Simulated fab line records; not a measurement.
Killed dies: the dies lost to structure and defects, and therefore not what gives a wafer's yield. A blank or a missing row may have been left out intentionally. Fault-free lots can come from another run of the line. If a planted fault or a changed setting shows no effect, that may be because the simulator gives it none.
fab line records -- flow sky130
record lots=13, wafers=38, last_day=50
route steps=708 shown SD_P@329 PAD_OPEN@708
lots untouched by any fault: they come from a run of this same line in which no faults occurred
start_h: start of the lot's first displayed wafer, in hours after the record's first day -- wait_h: hours since the lot's step before -- " unchanged from the row above -- L1.1+2: one row covering several wafers at once -- - either no value or no given start -- * or withheld: withheld -- < > ~ a bound
route shown NAME@n: names a module that has steps shown in the file, with the first one's number in the route -- usual: average and standard deviation across the fault-free wafers -- same: alike in all rows -- chamber/n: place in a boat -- sites: each site's reading -- _std_site: the standard deviation of these -- _edge_site: the outer-site mean with the inner-site mean subtracted -- radius_mm: how far each site lies from the wafer's centre -- mask NAME#n: copy n -- behind: the last tool/chamber to shape the wafer -- hold: reason for holding the lot/hours on hold/outcome of the hold -- device: transistor that didn't switch, given as n, p or np -- end of line: the tests these same wafers got at the end of their route -- for a step that has no rows: nothing shown but its recipe -- killed: the dies lost at the first sort to structure and to defects; this is not the yield of the wafer -- map: a wafer's dies, marking killed ones x, the rest . and places with no die _
set.NAME: the setting as run; set.NAME@STEP: as run at that earlier step -- model.NAME: the simulator's own value behind a step, which no gauge read
route steps across a sampled set of lots; one table per step, one row per wafer
services: the hour from which a tool's chamber was out of use, counted from the record's first day as start_h (under 0 if before that day), plus the number of hours and why
## steps
# step SKY_SD_P_IMPLANT_09
# recipe species=BF2, energy_kev=20, dose_cm2=3e+15, tilt_deg=0
# usual dose_ions_cm2=3e+15/3.6e+12
# same implant_ion_amu=49
lot.wafer,tool,chamber,start_h,wait_h,dose_ions_cm2
L380.1,implanter-02,0,591.45,0.0,3.002e+15
L380.4,implanter-02,0,591.45,0.0,3.003e+15
L380.5,implanter-02,0,591.45,0.0,3.001e+15
L381.1,implanter-01,0,598.91,0.0,2.999e+15
L381.3,implanter-01,0,598.91,0.0,2.994e+15
L381.5,implanter-01,0,598.91,0.0,3.007e+15
L382.1,implanter-02,0,613.36,0.0,3e+15
L382.2,implanter-02,0,613.36,0.0,2.998e+15
L382.5,implanter-02,0,613.36,0.0,3.001e+15
L383.1,implanter-02,0,620.01,0.0,2.999e+15
L383.3,implanter-02,0,620.01,0.0,3.003e+15
L383.5,implanter-02,0,620.01,0.0,3.001e+15
L384.1,implanter-02,0,630.51,0.0,3.005e+15
L384.3,implanter-02,0,630.51,0.0,3.001e+15
L384.4,implanter-02,0,630.51,0.0,3.001e+15
L386.1,implanter-02,0,649.86,0.0,3.006e+15
L386.3,implanter-02,0,649.86,0.0,3.006e+15
L393.2,implanter-01,0,697.78,0.0,2.996e+15
L393.3,implanter-01,0,697.78,0.0,2.997e+15
L393.6,implanter-01,0,697.78,0.0,2.999e+15
L394.1,implanter-02,0,706.90,0.0,2.998e+15
L394.2,implanter-02,0,706.90,0.0,3.005e+15
L394.5,implanter-02,0,706.90,0.0,2.999e+15
L396.3,implanter-02,0,724.30,0.1,2.997e+15
L396.4,implanter-02,0,724.30,0.1,3.001e+15
L396.6,implanter-02,0,724.30,0.1,2.993e+15
L397.2,implanter-02,0,735.13,0.0,2.999e+15
L397.4,implanter-02,0,735.13,0.0,3e+15
L397.5,implanter-02,0,735.13,0.0,2.997e+15
L398.1,implanter-01,0,741.36,0.0,2.999e+15
L398.3,implanter-01,0,741.36,0.0,3.002e+15
L398.4,implanter-01,0,741.36,0.0,2.999e+15
L399.1,implanter-01,0,746.13,0.0,2.998e+15
L399.3,implanter-01,0,746.13,0.0,2.996e+15
L399.6,implanter-01,0,746.13,0.0,3.001e+15
L401.2,implanter-01,0,764.63,0.0,2.995e+15
L401.4,implanter-01,0,764.63,0.0,2.996e+15
L401.5,implanter-01,0,764.63,0.0,3.005e+15
# step SKY_SD_P_STRIP_10
# recipe chemistry=O2/N2, power_w=1400, pressure_mtorr=1500, platen_temp_c=withheld, o2_flow_sccm=3000, n2_flow_sccm=300, overash_fraction=0.5
# usual drypump_motor_current_A=5.6/0.36, oes_product_au=0.617/0.0046, strip_time_to_endpoint_s=17.50/0.041
# same overash_fraction=0.5
lot.wafer,tool,chamber,start_h,wait_h,drypump_motor_current_A,oes_product_au,rf_hours_counter_h,strip_time_to_endpoint_s
L380.1,plasma_asher-04,1,591.60,0.1,5.1,0.626,16,17.53
L380.4,plasma_asher-04,0,591.60,0.1,5.2,0.627,-,17.53
L380.5,plasma_asher-04,0,591.60,0.1,5.3,0.607,-,17.53
L381.1,plasma_asher-03,0,599.06,0.1,5.7,0.618,79,17.55
L381.3,plasma_asher-03,1,599.06,0.1,5.6,0.612,-,17.58
L381.5,plasma_asher-03,1,599.06,0.1,5.6,0.615,-,17.54
L382.1,plasma_asher-03,0,613.51,0.1,5.7,0.621,80,17.58
L382.2,plasma_asher-03,1,613.51,0.1,5.6,0.617,80,17.56
L382.5,plasma_asher-03,0,613.51,0.1,5.7,0.616,-,17.57
L383.1,plasma_asher-01,0,620.16,0.1,5.3,0.620,50,17.42
L383.3,plasma_asher-01,1,620.16,0.1,6.1,0.619,-,17.51
L383.5,plasma_asher-01,1,620.16,0.1,6.2,0.615,-,17.42
L384.1,plasma_asher-01,0,630.66,0.1,5.3,0.633,51,16.82
L384.3,plasma_asher-01,0,630.66,0.1,5.3,0.623,-,17.55
L384.4,plasma_asher-01,1,630.66,0.1,6.2,0.614,-,17.56
L386.1,plasma_asher-01,0,650.01,0.1,5.3,0.628,52,16.78
L386.3,plasma_asher-01,0,650.01,0.1,5.3,0.615,-,17.46
L393.2,plasma_asher-01,0,697.91,0.1,5.3,0.623,57,17.49
L393.3,plasma_asher-01,0,697.91,0.1,5.3,0.618,-,17.54
L393.6,plasma_asher-01,0,697.91,0.1,5.3,0.612,-,17.49
L394.1,plasma_asher-01,1,707.05,0.1,6.2,0.612,58,17.52
L394.2,plasma_asher-01,0,707.05,0.1,5.3,0.613,58,17.54
L394.5,plasma_asher-01,1,707.05,0.1,6.1,0.613,-,17.52
L396.3,plasma_asher-03,0,724.44,0.1,5.7,0.615,-,17.54
L396.4,plasma_asher-03,1,724.44,0.1,5.6,0.616,-,17.53
L396.6,plasma_asher-03,0,724.44,0.1,5.7,0.620,-,17.47
L397.2,plasma_asher-01,1,735.25,0.1,6.2,0.620,61,17.55
L397.4,plasma_asher-01,1,735.25,0.1,6.2,0.608,-,17.46
L397.5,plasma_asher-01,1,735.25,0.1,6.2,0.608,-,17.49
L398.1,plasma_asher-01,0,741.51,0.1,5.3,0.617,62,17.48
L398.3,plasma_asher-01,1,741.51,0.1,6.2,0.614,-,17.43
L398.4,plasma_asher-01,0,741.51,0.1,5.3,0.615,-,17.53
L399.1,plasma_asher-01,0,746.28,0.1,5.3,0.610,63,17.47
L399.3,plasma_asher-01,1,746.28,0.1,6.1,0.619,-,17.54
L399.6,plasma_asher-01,1,746.28,0.1,6.2,0.621,-,17.53
L401.2,plasma_asher-01,1,764.76,0.1,6.1,0.621,64,17.50
L401.4,plasma_asher-01,0,764.76,0.1,5.3,0.619,-,17.47
L401.5,plasma_asher-01,1,764.76,0.1,6.2,0.626,-,17.52
# step SKY_SD_P_TW_MEAS_11
# usual SD_P_TW=2826/33
lot.wafer,tool,chamber,start_h,wait_h,SD_P_TW
L380.1,film_metro-01,-,591.70,0.1,2858
L380.4,film_metro-01,-,591.70,0.1,2870
L380.5,film_metro-01,-,591.70,0.1,2864
L381.1,film_metro-03,-,599.16,0.1,2836
L381.3,film_metro-03,-,599.16,0.1,2818
L381.5,film_metro-03,-,599.16,0.1,2820
L382.1,film_metro-03,-,613.61,0.1,2823
L382.2,film_metro-03,-,613.61,0.1,2846
L382.5,film_metro-03,-,613.61,0.1,2821
L383.1,film_metro-02,-,620.26,0.1,2786
L383.3,film_metro-02,-,620.26,0.1,2803
L383.5,film_metro-02,-,620.26,0.1,2812
L384.1,film_metro-02,-,630.76,0.1,2611
L384.3,film_metro-02,-,630.76,0.1,2817
L384.4,film_metro-02,-,630.76,0.1,2801
L386.1,film_metro-03,-,650.11,0.1,2628
L386.3,film_metro-03,-,650.11,0.1,2821
L393.2,film_metro-02,-,698.02,0.1,2804
L393.3,film_metro-02,-,698.02,0.1,2806
L393.6,film_metro-02,-,698.02,0.1,2815
L394.1,film_metro-02,-,707.15,0.1,2796
L394.2,film_metro-02,-,707.15,0.1,2798
L394.5,film_metro-02,-,707.15,0.1,2808
L396.3,film_metro-02,-,724.52,0.1,2787
L396.4,film_metro-02,-,724.52,0.1,2778
L396.6,film_metro-02,-,724.52,0.1,2788
L397.2,film_metro-02,-,735.36,0.1,2769
L397.4,film_metro-02,-,735.36,0.1,2788
L397.5,film_metro-02,-,735.36,0.1,2774
L398.1,film_metro-02,-,741.61,0.1,2777
L398.3,film_metro-02,-,741.61,0.1,2776
L398.4,film_metro-02,-,741.61,0.1,2783
L399.1,film_metro-01,-,746.38,0.1,2867
L399.3,film_metro-01,-,746.38,0.1,2882
L399.6,film_metro-01,-,746.38,0.1,2891
L401.2,film_metro-03,-,764.87,0.1,2853
L401.4,film_metro-03,-,764.87,0.1,2839
L401.5,film_metro-03,-,764.87,0.1,2845
# step SKY_SD_N_RS_MEAS_17
# recipe thk_meas_gauge=four-point-probe
# usual SD_P_RS=147.0/0.3
lot.wafer,tool,chamber,start_h,wait_h,SD_P_RS[ohm/sq]
L380.1,film_metro-02,-,651.39,0.1,146.5
L380.4,film_metro-02,-,651.39,0.1,146.6
L380.5,film_metro-02,-,651.39,0.1,147.0
L381.1,film_metro-03,-,657.96,0.1,147.2
L381.3,film_metro-03,-,657.96,0.1,147.1
L381.5,film_metro-03,-,657.96,0.1,147.2
L382.1,film_metro-03,-,671.31,0.1,146.8
L382.2,film_metro-03,-,671.31,0.1,147.0
L382.5,film_metro-03,-,671.31,0.1,146.5
L383.1,film_metro-02,-,678.21,0.1,146.9
L383.3,film_metro-02,-,678.21,0.1,146.6
L383.5,film_metro-02,-,678.21,0.1,147.0
L384.1,film_metro-03,-,688.46,0.1,153.4
L384.3,film_metro-03,-,688.46,0.1,146.8
L384.4,film_metro-03,-,688.46,0.1,147.0
L386.1,film_metro-03,-,707.39,0.1,153.3
L386.3,film_metro-03,-,707.39,0.1,147.0
L393.2,film_metro-02,-,754.58,0.1,146.8
L393.3,film_metro-02,-,754.58,0.1,146.9
L393.6,film_metro-02,-,754.58,0.1,146.4
L394.1,film_metro-01,-,761.91,0.1,147.6
L394.2,film_metro-01,-,761.91,0.1,147.3
L394.5,film_metro-01,-,761.91,0.1,147.1
L396.3,film_metro-02,-,779.13,0.1,147.0
L396.4,film_metro-02,-,779.13,0.1,146.9
L396.6,film_metro-02,-,779.13,0.1,146.8
L397.2,film_metro-02,-,789.53,0.1,146.7
L397.4,film_metro-02,-,789.53,0.1,147.1
L397.5,film_metro-02,-,789.53,0.1,146.8
L398.1,film_metro-01,-,794.48,0.1,147.5
L398.3,film_metro-01,-,794.48,0.1,147.4
L398.4,film_metro-01,-,794.48,0.1,147.1
L399.1,film_metro-03,-,798.75,0.1,147.3
L399.3,film_metro-03,-,798.75,0.1,147.0
L399.6,film_metro-03,-,798.75,0.1,147.5
L401.2,film_metro-03,-,817.53,0.1,147.4
L401.4,film_metro-03,-,817.53,0.1,147.2
L401.5,film_metro-03,-,817.53,0.1,147.2
# step SKY_PAD_OPEN_PROBE_99
# usual killed_at_M0_to_M3=43/6.5, killed_at_M4_up=3.1/1.8, killed_at_contacts=24/5.6, killed_at_front_end=15/4.2, killed_at_other=0.3/0.5, killed_dies=86/8.9, killed_on_rim=17/4.3, killed_open=47/6.9, killed_short=39/5.9
# same gross_dies=492, killed_at_back_side=0
lot.wafer,tool,chamber,start_h,wait_h,killed_at_M0_to_M3,killed_at_M4_up,killed_at_contacts,killed_at_front_end,killed_at_other,killed_dies,killed_on_rim,killed_open,killed_short
L386.1,prober-01,-,1115.70,0.1,33,4,18,10,0,65,12,33,32
L394.1,prober-01,-,1156.55,0.1,46,0,22,11,0,79,23,40,39
L394.2,prober-01,-,1156.60,0.1,36,3,23,8,0,70,12,40,30
L394.5,prober-01,-,1156.75,0.2,43,1,12,16,0,72,18,43,29
# killed by level:class
L386.1 CONTACT:geometric_particle:open=7 METAL1:geometric_particle:short=6 LI_CONTACT:geometric_particle:open=5 METAL2:geometric_particle:short=5 VIA2:geometric_particle:open=5 FIELD_ISO:geometric_particle:open=3 POLY_GATE:geometric_particle:short=3 POLY_GATE:geometric_particle:open=3
L394.1 VIA1:geometric_particle:open=14 CONTACT:geometric_particle:short=7 METAL2:geometric_particle:short=6 VIA3:geometric_particle:open=5 LOCAL_INTERCONNECT:geometric_particle:short=5 METAL1:geometric_particle:short=5 VIA2:geometric_particle:open=5 FIELD_ISO:geometric_particle:short=4
L394.2 VIA3:geometric_particle:open=10 CONTACT:geometric_particle:open=9 LI_CONTACT:geometric_particle:open=7 METAL1:geometric_particle:short=5 VIA1:geometric_particle:short=5 POLY_GATE:geometric_particle:open=4 VIA1:geometric_particle:open=4 VIA2:geometric_particle:short=4
L394.5 VIA1:geometric_particle:open=10 VIA3:geometric_particle:open=7 VIA2:geometric_particle:open=6 LI_CONTACT:geometric_particle:open=5 VIA2:geometric_particle:short=4 POLY_GATE:geometric_particle:short=3 CONTACT:geometric_particle:open=3 METAL2:geometric_particle:short=3
## services
tool,chamber,start_h,hours,kind
plasma_asher-03,-,571.94,4.1,repair
implanter-02,-,573.48,1.4,repair
plasma_asher-03,-,584.82,1.6,repair
implanter-02,-,586.72,3.4,repair
implanter-01,-,587.77,3.9,pm
implanter-02,-,600.26,4.1,repair
implanter-02,-,602.17,0.5,repair
plasma_asher-03,-,621.27,2.5,repair
plasma_asher-01,-,636.05,6.1,repair
implanter-02,-,669.71,5.9,repair
plasma_asher-04,-,672.66,10.0,pm
plasma_asher-04,-,690.14,21.0,repair
plasma_asher-03,-,690.31,0.4,repair
plasma_asher-01,-,694.85,2.8,pm
implanter-02,-,695.39,2.8,pm
implanter-01,-,700.94,17.6,pm
implanter-02,-,717.51,0.5,repair
implanter-02,-,722.10,1.3,repair
implanter-02,-,756.68,4.6,pm
plasma_asher-03,-,761.68,0.8,repair
implanter-02,-,764.66,0.6,repair
## key
first_sign step=SKY_SD_P_STRIP_10, reading=strip_time_to_endpoint_s, direction=down, sigmas=17, usual=*, struck=*
effect step=SKY_SD_P_STRIP_10, reading=oes_product_au, direction=up, sigmas=2.9, usual=0.617, struck=0.630
effect step=SKY_SD_P_TW_MEAS_11, reading=SD_P_TW, direction=down, sigmas=6.3, usual=2826, struck=2619
effect step=SKY_SD_N_RS_MEAS_17, reading=SD_P_RS, direction=up, sigmas=21, usual=147.0, struck=153.3
met_at SKY_SD_P_IMPLANT_09
struck_lots L384,L386
struck_wafers L384.1,L386.1
tester_left_out L384,L386
onset_between 620.01 630.51
fault kind=process_parameter_drift, tool=implanter-02, chamber=-, onset_h=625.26, steps=SKY_SD_P_IMPLANT_09, channel=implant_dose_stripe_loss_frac, offset=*, shape=step, end_h=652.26, scope=struck_wafers_only
# tester_left_out: of these lots the tester's yield and bins aren't shown, on N5 and GAA mostly nor the transistor test; their killed dies are dies lost to structure and defects alone, not to doping, threshold or leakage, so they don't give the yield
